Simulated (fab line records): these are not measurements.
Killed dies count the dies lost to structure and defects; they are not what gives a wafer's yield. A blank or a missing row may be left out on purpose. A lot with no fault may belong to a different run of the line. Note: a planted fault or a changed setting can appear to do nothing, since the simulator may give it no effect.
fab line records	flow sky130
[record] lots = 10	wafers = 30	last_day = 50
route steps=708 shown CAPM@550 METAL3@564 VIA3@575 PAD_OPEN@708
lots with no fault: from the same line, run without faults
start_h: the number of hours between the record's first day and the start of the first shown wafer of the lot	wait_h: hours since the lot's step before	" as in the row above	L1.1+2: several wafers, shown together as one row	- either no value or no given start	* or withheld: withheld	< > ~ a bound
route shown NAME@n: a module of which the file shows steps, and the number in the route of the first	usual: average and standard deviation across the fault-free wafers	same: alike in all rows	chamber/n: place in a boat	sites: each site's reading	_std_site: standard deviation across them	_edge_site: inner sites' mean taken away from outer sites' mean	radius_mm: for every site, how far away it sits from the centre of the wafer	mask NAME#n: copy n	behind: the tool/chamber that last shaped the wafer	hold: cause of the lot's hold/its duration in hours/its outcome	device: the transistor (n, p or np) that didn't switch	end of line: the same wafers' tests at the end of the route	where a step has no rows: the recipe by itself	killed: the dies lost at the first sort to structure and to defects; this is not the yield of the wafer	map: shows each die of a wafer: x if killed, . if not, _ if none is there
set.NAME: the setting as run; set.NAME@STEP: as run at that earlier step	model.NAME: the simulator's own value behind a step, which no gauge read
steps of the route over a sample of lots; a table a step, a row a wafer
services: the hour from which a tool's chamber was out of use, counted from the record's first day as start_h (under 0 if before that day), plus the number of hours and why
[[steps]]
[step SKY_CAPM_METAL_ETCH_13]
[recipe] target_depth_nm = 220	stop_on = SiO2	chemistry = Cl2/BCl3	target = TiN	pressure_mtorr = 10	icp_w = 900	bias_w = 48.5	Cl2_flow_sccm = 60	bcl3_flow_sccm = 30	time_s = 62.9
[usual] chamber_pressure_mTorr = 10.001/0.0084	drypump_motor_current_A = 5.7/0.53	oes_product_au = 0.943/0.0071	throttle_valve_pct = 21.900/0.011
lot.wafer	tool	chamber	start_h	wait_h	chamber_pressure_mTorr	drypump_motor_current_A	oes_product_au	rf_hours_counter_h	throttle_valve_pct
L681.1	rie_metal-04	1	874.37	0.0	9.995	5.2	0.952	12	21.910
L681.3	"	1	"	"	9.994	5.2	0.943	-	21.890
L681.5	"	1	"	"	9.995	5.2	0.941	-	21.901
L682.1	rie_metal-01	0	887.67	0.0	9.997	5.3	0.954	10	21.897
L682.3	"	0	"	"	10.003	5.3	0.942	-	21.892
L682.4	"	1	"	"	10.002	6.7	0.946	-	21.909
L683.2	rie_metal-04	0	890.77	0.0	9.987	5.9	0.946	0	21.909
L683.3	"	1	"	"	9.984	5.2	0.948	-	21.896
L683.4	"	0	"	"	10.015	6.0	0.949	-	21.905
L684.2	rie_metal-01	1	899.87	0.0	9.994	6.8	0.937	9	21.906
L684.3	"	1	"	"	9.989	6.7	0.944	-	21.912
L684.5	"	1	"	"	10.006	6.7	0.945	-	21.914
L685.1	rie_metal-02	0	902.29	0.0	10.007	6.0	0.943	7	21.915
L685.5	"	1	"	"	10.002	5.4	0.937	-	21.904
L685.6	"	0	"	"	10.018	6.0	0.936	-	21.904
L694.2	rie_metal-02	1	976.27	0.0	10.005	5.4	0.945	2	21.899
L694.3	"	0	"	"	10.003	5.9	0.936	-	21.899
L694.5	"	1	"	"	10.004	5.4	0.935	-	21.897
L697.2	rie_metal-02	0	996.02	0.0	10.000	6.0	0.947	12	21.912
L697.4	"	0	"	"	9.990	6.0	0.943	-	21.903
L697.6	"	1	"	"	10.020	5.4	0.942	-	21.911
L701.2	rie_metal-02	1	1030.52	0.0	9.993	5.4	0.944	5	21.910
L701.3	"	0	"	"	9.990	6.0	0.947	-	21.869
L701.5	"	0	"	"	10.001	6.0	0.956	-	21.898
L703.2	rie_metal-01	1	1046.82	0.0	10.000	6.8	0.943	16	21.911
L703.3	"	1	"	"	10.006	6.8	0.945	-	21.892
L703.4	"	0	"	"	10.004	5.3	0.943	-	21.901
L704.4	rie_metal-01	0	1051.60	0.0	10.001	5.4	0.935	-	21.893
L704.5	"	0	"	"	9.989	5.4	0.937	-	21.883
L704.6	"	1	"	"	10.000	6.7	0.936	-	21.901
[step SKY_METAL3_OVL_MEAS_14]
[usual] METAL3_OVL = -6/5.1
lot.wafer	tool	chamber	start_h	wait_h	METAL3_OVL[nm]
L681.1	overlay-01	-	900.90	0.1	-3
L681.3	"	-	"	"	-10
L681.5	"	-	"	"	-7
L682.1	overlay-02	-	914.30	0.1	-10
L682.3	"	-	"	"	-7
L682.4	"	-	"	"	-5
L683.2	overlay-01	-	916.61	0.1	-8
L683.3	"	-	"	"	2
L683.4	"	-	"	"	-11
L684.2	overlay-02	-	925.76	0.1	-15
L684.3	"	-	"	"	-16
L684.5	"	-	"	"	-10
L685.1	overlay-02	-	928.05	0.1	-10
L685.5	"	-	"	"	-15
L685.6	"	-	"	"	-9
L694.2	overlay-02	-	1000.81	0.1	1
L694.3	"	-	"	"	3
L694.5	"	-	"	"	-3
L697.2	overlay-01	-	1019.61	0.1	-8
L697.4	"	-	"	"	-10
L697.6	"	-	"	"	-7
L701.2	overlay-01	-	1053.93	0.1	-12
L701.3	"	-	"	"	-8
L701.5	"	-	"	"	-7
L703.2	overlay-02	-	1069.71	0.1	5
L703.3	"	-	"	"	-1
L703.4	"	-	"	"	-3
L704.4	overlay-02	-	1073.97	0.1	2
L704.5	"	-	"	"	-2
L704.6	"	-	"	"	3
[step SKY_METAL3_ETCH_16]
[recipe] chemistry = N2/H2	target = BARC	ion_energy_ev = 200	bias_w = 96.56	pressure_mtorr = 30	n2_flow_sccm = 100	h2_flow_sccm = 200	icp_w = 500	stop_on = SiO2	time_s = 88.2	target_depth_a = 600
[usual] chamber_pressure_mTorr = 29.996/0.027	drypump_motor_current_A = 5.7/0.33	oes_product_au = 0.626/0.0044	throttle_valve_pct = 13.205/0.01
lot.wafer	tool	chamber	start_h	wait_h	chamber_pressure_mTorr	drypump_motor_current_A	oes_product_au	rf_hours_counter_h	throttle_valve_pct
L681.1	rie_metal-02	0	900.97	0.0	30.013	5.9	0.626	7	13.217
L681.3	"	1	"	"	29.957	5.5	0.626	-	13.208
L681.5	"	1	"	"	29.962	5.4	0.624	-	13.225
L682.1	rie_metal-02	0	914.40	0.1	30.022	6.0	0.624	8	13.205
L682.3	"	0	"	"	29.991	6.0	0.636	-	13.201
L682.4	"	0	"	"	29.938	6.0	0.634	-	13.220
L683.2	rie_metal-02	0	916.74	0.1	30.010	6.0	0.624	-	13.212
L683.3	"	0	"	"	29.961	6.0	0.623	-	13.202
L683.4	"	0	"	"	30.025	6.0	0.627	-	13.216
L684.2	rie_metal-03	1	925.82	0.0	29.978	5.6	0.616	11	13.207
L684.3	"	1	"	"	29.961	5.6	0.629	-	13.194
L684.5	"	1	"	"	30.044	5.6	0.628	-	13.216
L685.1	rie_metal-04	0	928.12	0.0	29.984	6.0	0.633	2	13.198
L685.5	"	0	"	"	29.971	6.0	0.632	-	13.197
L685.6	"	1	"	"	29.986	5.2	0.622	-	13.206
L694.2	rie_metal-04	1	1000.87	0.0	29.960	5.2	0.624	19	13.209
L694.3	"	0	"	"	30.041	6.0	0.628	-	13.201
L694.5	"	0	"	"	29.990	6.0	0.628	-	13.205
L697.2	rie_metal-04	1	1019.67	0.0	30.009	5.2	0.631	19	13.215
L697.4	"	1	"	"	30.035	5.2	0.630	-	13.204
L697.6	"	0	"	"	30.003	6.0	0.635	-	13.200
L701.2	rie_metal-02	1	1053.99	0.0	30.028	5.4	0.618	8	13.193
L701.3	"	0	"	"	30.003	6.0	0.623	-	13.207
L701.5	"	1	"	"	30.026	5.4	0.630	-	13.215
L703.2	rie_metal-04	0	1069.77	0.0	29.967	6.0	0.629	8	13.219
L703.3	"	0	"	"	30.026	5.9	0.628	-	13.221
L703.4	"	1	"	"	30.028	5.2	0.627	-	13.199
L704.4	rie_metal-04	0	1074.06	0.0	30.050	6.0	0.621	-	13.221
L704.5	"	1	"	"	29.978	5.2	0.626	-	13.216
L704.6	"	0	"	"	29.941	6.0	0.633	-	13.210
[step SKY_VIA3_CMP_02]
[recipe] material = SiO2	down_force_psi = 4	platen_rpm = 60	pad_velocity_m_s = 0.94248
[usual] motor_current_A = 11.5/0.81	platen_rpm = 60.00/0.046
lot.wafer	tool	chamber	start_h	wait_h	motor_current_A	platen_rpm
L681.1	cmp-01	1	902.16	0.1	11.9	60.02
L681.3	"	2	"	"	11.7	60.03
L681.5	"	1	"	"	12.3	60.00
L682.1	cmp-01	1	916.60	1.0	12.3	60.06
L682.3	"	3	"	"	11.8	60.02
L682.4	"	0	"	"	11.4	60.03
L683.4	cmp-02	2	917.92	0.0	13.7	59.94
L683.3	"	0	"	"	11.1	59.98
L683.2	"	1	"	"	10.9	59.98
L684.2	cmp-01	3	927.13	0.1	11.3	60.01
L684.3	"	0	"	"	10.9	60.01
L684.5	"	3	"	"	11.3	60.02
L685.1	cmp-01	1	929.42	0.1	13.2	59.98
L685.6	"	3	"	"	12.3	60.05
L685.5	"	0	"	"	11.3	59.98
L694.3	cmp-01	2	1003.01	0.2	10.6	59.96
L694.2	"	1	"	"	12.7	60.05
L694.5	"	2	"	"	11.6	59.95
L697.2	cmp-02	0	1020.79	0.0	10.9	60.08
L697.4	"	1	"	"	10.4	60.08
L697.6	"	1	"	"	10.5	60.07
L701.3	cmp-02	3	1055.31	0.2	10.5	59.99
L701.2	"	2	"	"	12.4	59.99
L701.5	"	0	"	"	11.3	59.99
L703.3	cmp-02	3	1070.89	0.0	11.0	59.96
L703.4	"	0	"	"	11.8	60.11
L703.2	"	1	"	"	10.5	60.06
L704.4	cmp-01	3	1075.65	0.1	11.3	60.04
L704.5	"	1	"	"	12.6	60.01
L704.6	"	2	"	"	11.1	60.04
[step SKY_VIA3_BOW_MEAS_03]
[recipe] mode = bow
[usual] VIA3_BOW = 78/7.5
lot.wafer	tool	chamber	start_h	wait_h	hold	VIA3_BOW[um]
L681.1	film_metro-02	-	902.41	0.2	-	77
L681.3	"	-	"	"	-	81
L681.5	"	-	"	"	-	80
L682.1	film_metro-03	-	916.90	0.2	-	84
L682.3	"	-	"	"	-	74
L682.4	"	-	"	"	-	66
L683.2	film_metro-01	-	918.24	0.1	-	76
L683.3	"	-	"	"	-	90
L683.4	"	-	"	"	-	84
L684.2	film_metro-03	-	927.40	0.2	-	80
L684.3	"	-	"	"	-	69
L684.5	"	-	"	"	-	76
L685.1	film_metro-01	-	929.62	0.1	-	84
L685.5	"	-	"	"	-	76
L685.6	"	-	"	"	-	73
L694.2	film_metro-02	-	1003.33	0.1	await_dispo/0.2h/release	70
L694.3	"	-	"	"	await_dispo/0.2h/release	69
L694.5	"	-	"	"	await_dispo/0.2h/release	79
L694.2	film_metro-02	-	1003.83	0.5	-	-
L694.3	"	-	"	"	-	-
L694.5	"	-	"	"	-	-
L697.2	film_metro-01	-	1021.11	0.3	-	75
L697.4	"	-	"	"	-	73
L697.6	"	-	"	"	-	71
L701.2	film_metro-01	-	1055.63	0.1	-	89
L701.3	"	-	"	"	-	84
L701.5	"	-	"	"	-	85
L703.2	film_metro-03	-	1071.21	0.2	-	87
L703.3	"	-	"	"	-	79
L703.4	"	-	"	"	-	80
L704.4	film_metro-01	-	1075.91	0.2	-	88
L704.5	"	-	"	"	-	73
L704.6	"	-	"	"	-	76
[step SKY_VIA3_ETCH_15]
[recipe] target = SiO2	chemistry = C4F8/O2/Ar	target_depth_nm = 507	stop_on = TiN	mask_material = KrF-thick	source_w = 1500	bias_w = 1200	pressure_mtorr = 40	c4f8_flow_sccm = withheld	O2_flow_sccm = 6	Ar_flow_sccm = 300	time_s = 78
[usual] chamber_pressure_mTorr = 40.00/0.034	oes_product_au = 0.946/0.0048
lot.wafer	tool	chamber	start_h	wait_h	chamber_pressure_mTorr	oes_product_au	rf_hours_counter_h
L681.1	rie_diel-03	2	927.27	0.0	39.98	0.943	7
L681.3	"	1	"	"	40.09	0.942	11
L681.5	"	1	"	"	39.98	0.947	-
L682.1	rie_diel-02	3	940.88	0.0	39.97	0.945	25
L682.3	"	1	"	"	40.02	0.946	17
L682.4	"	2	"	"	40.02	0.947	26
L683.2	rie_diel-03	2	943.47	0.0	40.01	0.951	8
L683.3	"	3	"	"	40.03	0.946	16
L683.4	"	1	"	"	40.03	0.947	12
L684.2	rie_diel-02	1	952.22	0.0	40.01	0.953	17
L684.3	"	0	"	"	40.05	0.943	28
L684.5	"	2	"	"	40.00	0.940	-
L685.1	rie_diel-03	1	954.74	0.0	40.07	0.945	12
L685.5	"	3	"	"	40.00	0.939	-
L685.6	"	2	"	"	39.95	0.949	-
L694.2	rie_diel-03	3	1025.87	0.0	40.03	0.945	19
L694.3	"	3	"	"	40.01	0.914	-
L694.5	"	3	"	"	39.98	0.910	-
L697.2	rie_diel-03	1	1042.99	0.0	40.00	0.942	15
L697.4	"	3	"	"	39.96	0.944	20
L697.6	"	0	"	"	40.02	0.943	-
L701.2	rie_diel-01	1	1077.33	0.0	39.98	0.941	6
L701.3	"	3	"	"	39.99	0.947	26
L701.5	"	2	"	"	40.01	0.943	-
L703.2	rie_diel-03	1	1092.47	0.0	39.94	0.943	16
L703.3	"	0	"	"	40.02	0.941	18
L703.4	"	0	"	"	39.99	0.955	-
L704.4	rie_diel-03	2	1096.60	0.0	39.97	0.948	-
L704.5	"	0	"	"	40.02	0.950	-
L704.6	"	1	"	"	39.97	0.943	-
[step SKY_PAD_OPEN_PROBE_99]
[usual] defect_limited_yield = 83.0/1.9	killed_at_M0_to_M3 = 43/6.9	killed_at_M4_up = 3.1/1.9	killed_at_contacts = 24/5.4	killed_at_front_end = 14/4.3	killed_at_other = 0.3/0.53	killed_dies = 84/9.5	killed_open = 46/6.8	killed_short = 38/6	sort_bin_3_pad_short = 0.9/0.46	sort_bin_5_function = 10.0/1.4	sort_bin_6_memory = 6.1/1.1	sort_n_pass = 408/9.5	sort_yield_pct = 83.0/1.9
[same] gross_dies = 492	killed_at_back_side = 0	sort_bin_4_leakage[%] = 0	sort_bin_8_speed[%] = 0
lot.wafer	tool	chamber	start_h	wait_h	defect_limited_yield[%]	killed_at_M0_to_M3	killed_at_M4_up	killed_at_contacts	killed_at_front_end	killed_at_other	killed_dies	killed_open	killed_short	sort_bin_3_pad_short[%]	sort_bin_5_function[%]	sort_bin_6_memory[%]	sort_n_pass	sort_yield_pct[%]
L685.5	prober-01	-	1099.50	0.2	84.3	39	1	20	17	0	77	38	37	0.4	9.1	6.1	415	84.3
// killed by level:class
L685.5 VIA1:geometric_particle:open=10 CONTACT:geometric_particle:open=9 LOCAL_INTERCONNECT:geometric_particle:short=7 VIA2:geometric_particle:short=5 FIELD_ISO:geometric_particle:short=4 METAL1:geometric_particle:short=4 VIA2:geometric_particle:open=4 SPACER:geometric_particle:short=3
[[services]]
tool	chamber	start_h	hours	kind
rie_diel-02	0	869.63	6.4	repair
cmp-01	-	887.65	1.0	repair
cmp-02	-	893.31	0.8	repair
rie_diel-01	3	907.23	3.8	repair
cmp-02	-	911.78	5.5	pm
cmp-01	-	912.00	4.0	pm
cmp-02	-	931.39	0.3	repair
cmp-01	-	983.23	4.0	repair
rie_diel-03	-	984.52	0.3	repair
rie_diel-03	3	1010.25	7.2	repair
rie_diel-02	2	1013.35	41.0	repair
rie_diel-03	0	1019.57	14.4	repair
rie_diel-03	2	1019.70	23.2	repair
rie_diel-02	1	1021.42	100.9	repair
rie_metal-04	-	1028.83	28.1	pm
rie_diel-01	2	1046.03	1.7	repair
rie_metal-03	-	1046.07	28.1	pm
rie_diel-01	2	1051.45	2.9	repair
rie_diel-01	-	1081.61	0.8	repair
cmp-02	-	1084.00	4.0	pm
rie_diel-03	3	1088.61	8.7	repair
rie_diel-02	-	1093.14	3.0	repair
cmp-01	-	1093.78	5.8	pm
rie_diel-02	0	1095.37	5.4	repair
[[key]]
[first_sign] step = SKY_VIA3_BOW_MEAS_03	reading = visit	direction = added
[effect] step = SKY_VIA3_ETCH_15	reading = oes_product_au	direction = down	sigmas = 7.1	usual = 0.946	struck = 0.912
met_at SKY_VIA3_CMP_02
struck_lots L694
struck_wafers L694.3,L694.5
not_acting_at SKY_CAPM_METAL_ETCH_13,SKY_METAL3_OVL_MEAS_14,SKY_METAL3_ETCH_16
onset_between 902.16 1003.01
[fault] kind = process_parameter_drift	tool = cmp-01	chamber = 2	onset_h = 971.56	steps = SKY_VIA3_CMP_02	channel = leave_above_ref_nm	offset = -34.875	shape = step	end_h = 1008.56	acts_in = these_recipes_only	stated = 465
